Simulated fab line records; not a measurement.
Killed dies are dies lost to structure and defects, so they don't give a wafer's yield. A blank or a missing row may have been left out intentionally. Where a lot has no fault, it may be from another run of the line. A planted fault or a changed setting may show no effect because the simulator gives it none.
What tool caused it? -- flow gf180mcu -- 13 lots with 39 wafers sampled at 3 steps, on a route of 602 steps

## WHAT THE GAUGES READ, wafer by wafer
GF_VT_IMPLANT_OVL_MEAS_18.
lot,measured,on,VT_IMPLANT_01_OVL (nm)
L635,day 6 06:46,overlay-01,-0.6 -0.8 -1.3
L637,day 6 16:11,overlay-02,-0.9 0.4 -0.3
L638,day 6 23:28,overlay-02,-0.9 1.1 -0.5
L639,day 7 11:10,overlay-01,2.2 0.9 0.4
L640,day 7 12:04,overlay-01,-1.0 0.1 -0.2
L642,day 8 00:49,overlay-02,-1.5 -1.4 -0.7
L643,day 8 06:25,overlay-01,-0.5 -0.2 1.0
L644,day 8 14:11,overlay-01,-1.1 0.8 -0.5
L645,day 8 20:19,overlay-02,-0.4 0.2 -0.8
L646,day 9 03:17,overlay-02,-0.9 3.2 -0.1
L651,day 10 15:32,overlay-01,0.8 -1.4 -0.3
L657,day 12 00:43,overlay-01,0.8 1.4 0.7
L658,day 12 08:23,overlay-01,-1.3 -2.5 -3.0

GF_M2_OVL_MEAS_15.
lot,measured,on,M2_OVL (nm)
L635,day 19 02:23,overlay-01,-9 -5 -4
L637,day 19 17:27,overlay-01,-11 -2 -2
L638,day 20 10:04,overlay-02,-5 0 0
L639,day 21 01:04,overlay-01,-10 -6 -5
L640,day 21 02:10,overlay-02,-4 -4 -5
L642,day 21 23:26,overlay-01,-5 -7 -6
L643,day 22 05:35,overlay-02,-12 -7 -9
L644,day 22 17:58,overlay-01,-3 -3 2
L645,day 23 04:50,overlay-01,3 -2 -1
L646,day 23 08:08,overlay-01,-13 -14 -13
L651,day 25 10:19,overlay-02,2
L657,day 26 18:34,overlay-01,4 2 -4
L658,day 27 04:20,overlay-02,-4 -13 -3

## WHAT TOOL EACH LOT RAN ON (gives the tool, then ch and the chambers of the sampled wafers, and finally the start)
lot,GF_HV_LDD_ETCHBACK_58
L635,"rie diel-01 ch 1,2, day 12 12:07"
L637,"rie diel-04 ch 1,2,3, day 12 22:13"
L638,"rie diel-01 ch 0,2,3, day 13 12:44"
L639,"rie diel-04 ch 0,2,3, day 14 03:04"
L640,"rie diel-02 ch 0,1,2, day 14 03:44"
L642,"rie diel-02 ch 1,2, day 14 21:17"
L643,"rie diel-04 ch 0,2,3, day 15 03:47"
L644,"rie diel-04 ch 0,1,2, day 15 15:23"
L645,"rie diel-01 ch 1,3, day 16 00:20"
L646,"rie diel-01 ch 0,1,2, day 16 04:49"
L651,"rie diel-01 ch 1,2, day 18 08:08"
L657,"rie diel-04 ch 0,2,3, day 19 21:14"
L658,"rie diel-02 ch 0,2,3, day 20 07:59"
- GF_HV_LDD_ETCHBACK_58: etches Si3N4 in CH3F/O2, stops on SiO2, time 100 s, target depth 90 nm.

## AS READ BY THE TOOLS THEMSELVES (means over the sampled wafers that have a number; for cases with no such wafer, the mark the record gives instead)
GF_HV_LDD_ETCHBACK_58.
lot,tool,drypump motor current A (A),oes product au (a.u.),run length s (s),throttle valve pct (%)
L635,rie diel-01,5.9,0.849,127.9,10.563
L637,rie diel-04,5.6,0.848,128.0,10.555
L638,rie diel-01,5.7,0.844,128.4,10.558
L639,rie diel-04,5.4,0.843,128.4,10.563
L640,rie diel-02,6.1,0.846,128.8,10.567
L642,rie diel-02,6.0,0.841,128.6,10.565
L643,rie diel-04,5.4,0.846,128.4,10.558
L644,rie diel-04,5.6,0.844,128.1,10.568
L645,rie diel-01,5.8,0.839,128.1,10.569
L646,rie diel-01,5.8,0.847,127.7,10.559
L651,rie diel-01,5.9,0.952,103.2,10.570
L657,rie diel-04,5.4,0.843,128.6,10.564
L658,rie diel-02,5.9,0.841,128.6,10.568

## THE ANSWER, worked out from the rows above alone
Rule: usual is defined by the lots themselves. Put in order of their means at a reading, lots are off if they are a third of the lots or fewer, leave a main group of 4 or more, and stand apart from it by a gap of 3 or more times the standard deviation of the main group's means; of several such gaps the widest counts. A main group is skipped when, at the precision printed for the reading in the tables above, its means are all equal. A lot without any number at a reading at which 4 lots or more have one is off too. Where the step has rows for the other lots, those lots are counted as sound. The gauges are gone through in route order, then the tools' own readings, and for those a lot's mean is taken as printed above. The first step at which some lot is off is used, and at that step the reading that is off furthest; a lot without a number counts as furthest.
Off, at GF_HV_LDD_ETCHBACK_58 on run length s: L651. The main group has a mean of 128.3 s with a standard deviation of 0.32.
If a tool, at that step or one of the process steps before it, ran each lot that is off and ran no sound lot following the first of them, it fits. One fits: GF_HV_LDD_ETCHBACK_58 on rie diel-01. A fault onset in the window from L646 (day 16 04:49, its last sound lot) to L651 (day 18 08:08, its first lot off) fits.
The tool's own readings at GF_HV_LDD_ETCHBACK_58 bear it out: on the lots that are off they differ by more than 5 times the standard deviation of the sound lots' means. oes product au reads 0.952 a.u. there against 0.844 a.u. on the sound lots; run length s reads 103.2 s there against 128.3 s on the sound lots.

## WHAT HAD BEEN PUT IN BY THE SIMULATOR
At GF_HV_LDD_ETCHBACK_58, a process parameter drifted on rie diel-01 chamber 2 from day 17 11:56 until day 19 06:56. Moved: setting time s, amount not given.
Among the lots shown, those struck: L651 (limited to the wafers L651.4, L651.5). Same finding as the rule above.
